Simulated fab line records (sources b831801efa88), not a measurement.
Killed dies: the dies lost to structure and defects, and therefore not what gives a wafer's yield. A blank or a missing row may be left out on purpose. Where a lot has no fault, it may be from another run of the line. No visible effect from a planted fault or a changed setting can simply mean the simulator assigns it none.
Struck lot and sound lot, side by side + flow gf180mcu + 14 steps out of a route of 602
Sound: the wafers L879.3, L879.5, L879.6. Struck: wafers L889.1, L889.2, L889.6. The cause comes at the end.
Each step with rows lists, per side, the tool, then ch with its chambers, then its first start. Under that, the readings that differ: sound wafers + struck wafers + difference of the means + sigmas: that difference in standard deviations of wafers without a fault.
alike: words and numbers the same on both sides, and readings whose means are apart by under 2 such deviations; not compared: readings that were withheld, readings missing a value for some wafer, numbers with overlapping values and no deviation given by the record, and bounds like >300 which may hide the same value.
Wherever a step has rows on one side only, a row that says differs or no value, or a row with sigmas, the two part there. Numbers that don't overlap but have no deviation are shown without sigmas and don't part them. Lack of a reading on every wafer of one side parts them only where that side has two or more wafers.

first, 5 steps without rows for these wafers: GF_V5_COAT_09 (resist thk 1000 nm); GF_V5_SOFTBAKE_10 (time 60 s); GF_V5_EXPOSE_11 (exposes mask Via5, target cd 260 nm); GF_V5_PEB_12 (peb time 90 s); GF_V5_DEVELOP_13 (develop time 60 s).
GF_V5_CD_MEAS_14: the cd target is 260 nm.
  struck on cd_sem-02, day 31 10:04; sound on cd_sem-02, day 28 09:52
  alike: cd_nm
GF_V5_OVL_MEAS_15:
  struck on overlay-01, day 31 10:11; sound on overlay-02, day 28 09:57
  alike: V5_OVL
GF_V5_ETCH_16: etches BARC in N2/H2.
  sound on rie_diel-01 ch 0,1,3, day 28 09:58; struck on rie_diel-03 ch 0,1,3, day 31 10:13
| reading               | sound             | struck            | difference | sigmas |
|-----------------------|-------------------|-------------------|------------|--------|
| oes_product_au (a.u.) | 0.862 0.863 0.863 | 0.849 0.853 0.853 | -0.011     | -3     |
  alike: bias_w, drypump_motor_current_A, throttle_valve_pct
GF_V5_ETCH_17: etches SiO2 in C4F8/O2/Ar, stops on TiN, target depth 855 nm.
  sound on rie_diel-01 ch 0,1,3; struck on rie_diel-03 ch 0,1,3
  alike: bias_w, oes_product_au
GF_V5_STRIP_18: strips in O2/N2.
  sound on plasma_asher-02 ch 0,1, day 28 10:10; struck on plasma_asher-04 ch 0,1, day 31 10:22
  alike: drypump_motor_current_A, heater_power_w, oes_product_au
  not compared: rf_hours_counter_h
then, 2 steps without rows for these wafers: GF_V5_STRIP_19 (strips in post etch residue remover, time 1200 s); GF_V5_CLEAN_20 (cleans in DIW).
GF_V5_SPUTTER_21: material Ti, target thk 15 nm, time 80.02 s.
  struck on pvd_sputter-03, day 31 10:55; sound on pvd_sputter-03, day 28 10:42
| reading                               | sound            | struck           | difference | sigmas |
|---------------------------------------|------------------|------------------|------------|--------|
| model.Ti_of_V5_SPUTTER_21.thk_nm (nm) | 15.09 15.08 15.1 | 24.34 24.4 24.52 | +9.33      |        |
  alike: cathode_dc_power_W, throttle_valve_pct
GF_V5_SPUTTER_22: material TiN, target thk 10 nm, time 40 s.
  struck on pvd_sputter-03, day 31 10:58; sound on pvd_sputter-03, day 28 10:46
  alike: cathode_dc_power_W, throttle_valve_pct

## WHERE THEY PART
Only at GF_V5_ETCH_16, within this record. Later steps at which nothing parts them and some readings are alike: GF_V5_ETCH_17, GF_V5_STRIP_18, GF_V5_SPUTTER_21, GF_V5_SPUTTER_22.

WHY: the cause the simulator had injected
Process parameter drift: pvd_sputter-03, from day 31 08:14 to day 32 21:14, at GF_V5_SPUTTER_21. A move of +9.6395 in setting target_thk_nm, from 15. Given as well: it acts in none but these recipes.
